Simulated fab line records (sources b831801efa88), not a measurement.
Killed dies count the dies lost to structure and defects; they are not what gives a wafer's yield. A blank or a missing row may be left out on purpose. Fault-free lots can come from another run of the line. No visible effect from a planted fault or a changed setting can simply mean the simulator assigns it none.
Comparing a struck lot with a sound one | flow sky130 | 18 steps out of a route of 708
Sound: the wafers L896.3, L896.5, L896.6. Struck: wafers L884.3, L884.4, L884.5. The cause is named last.
Per side, at each step with rows, come the tool, then ch with its chambers, and then its first start. Under that, the readings that differ: sound wafers | struck wafers | difference of the means | sigmas: that difference in standard deviations of wafers without a fault.
alike: words and numbers the same on both sides, and readings whose means are apart by under 2 such deviations; not compared: readings that were withheld, readings missing a value for some wafer, numbers with overlapping values and no deviation given by the record, and bounds like >300 which may hide the same value.
A row with sigmas, a row that says differs or no value, or rows on one side alone: a step with any of these is where the two part. When numbers do not overlap yet have no deviation, they are printed without sigmas and do not part them. A reading missing from all wafers of one side parts the sides only when that side holds two or more wafers.

first, 6 steps without rows for these wafers: SKY_CONTACT_ETCH_18 (etches Si3N4 in CHF3/O2, stops on TiN, time 39 s, target depth 75 nm); SKY_CONTACT_STRIP_19 (strips in O2/N2); SKY_CONTACT_STRIP_20 (strips in post etch residue remover, time 1200 s); SKY_CONTACT_CLEAN_21 (cleans in IPA, time 180 s); SKY_CONTACT_CLEAN_22 (cleans in O3/DIW); SKY_CONTACT_SPUTTER_23 (material TiN, target thk 20 nm, time 80 s).
SKY_CONTACT_CVD_24: deposits W, target thk 340 nm, time 102.12 s.
  sound on cvdW-01 ch 0,1, day 37 15:53; struck on cvdW-02 ch 0,1, day 33 10:43
  alike: heaterPowerW
SKY_CONTACT_RS_MEAS_25: measures by four-point-probe.
  sound on filmMetro-04 at day 37 16:00; struck on filmMetro-03 at day 33 10:50
  alike: CONTACT_W_RS
SKY_CONTACT_THK_MEAS_26: measures by xrf.
  sound on filmMetro-04 at day 37 16:06; struck on filmMetro-03 at day 33 10:56
  alike: CONTACT_W_THK
SKY_CONTACT_CMP_27: polishes, stops on SiO2, t overpolish 15 s, target thk 0 nm.
  sound on cmp-02 ch 0,1,3, day 37 16:17; struck on cmp-01 ch 0,2,3, day 33 11:04
  alike: motorCurrentA, overpolishRunS, timeToEndpointS
then, 1 step without rows for these wafers: SKY_METAL1_SPUTTER_00 (material Ti, target thk 15 nm, time 10 s).
SKY_METAL1_SPUTTER_01: material TiN, target thk 20 nm, time 16.7 s.
  sound on pvdSputter-04 at day 37 16:28; struck on pvdSputter-02 at day 33 11:17
  alike: cathodeDcPowerW, chamberPressurePa, throttleValvePct
SKY_METAL1_SPUTTER_02: material AlCu, target thk 250 nm, time 13.3 s.
  sound on pvdSputter-04 at day 37 16:29; struck on pvdSputter-02 at day 33 11:19
  no value came back on the struck wafers for cathodeDcPowerW (W), chamberPressurePa (Pa), throttleValvePct (%); on the sound wafers cathodeDcPowerW (W) reads 10599 10605 10601
SKY_METAL1_SPUTTER_03: material Ti, target thk 5 nm, time 3.3 s.
  sound on pvdSputter-04 at day 37 16:31; struck on pvdSputter-02 at day 33 11:20
  alike: cathodeDcPowerW, chamberPressurePa, throttleValvePct
SKY_METAL1_SPUTTER_04: material TiN, target thk 70 nm, time 58.3 s.
  sound on pvdSputter-04 at day 37 16:32; struck on pvdSputter-02 at day 33 11:22
  alike: cathodeDcPowerW, chamberPressurePa, throttleValvePct
SKY_METAL1_RS_MEAS_05: measures by four-point-probe.
  sound on filmMetro-04 at day 37 16:37; struck on filmMetro-04 at day 33 11:27
reading                 | sound                | struck               | difference | sigmas
METAL1_ALCU_RS (ohm/sq) | 0.1274 0.1278 0.1271 | 8.5933 8.6208 8.5688 | +8.4669    | +99 or more
SKY_METAL1_THK_MEAS_06: measures by xrf.
  sound on filmMetro-04 at day 37 16:43; struck on filmMetro-04 at day 33 11:33
reading              | sound       | struck   | difference | sigmas
METAL1_ALCU_THK (nm) | 249 248 249 | <0 <0 <0 | differs    | 
then, 1 step without rows for these wafers: SKY_METAL1_DEHYDRATE_07 (time 60 s).

## WHERE THEY PART
First at SKY_METAL1_SPUTTER_02; last, within this record, at SKY_METAL1_THK_MEAS_06.

WHY: the cause the simulator had injected
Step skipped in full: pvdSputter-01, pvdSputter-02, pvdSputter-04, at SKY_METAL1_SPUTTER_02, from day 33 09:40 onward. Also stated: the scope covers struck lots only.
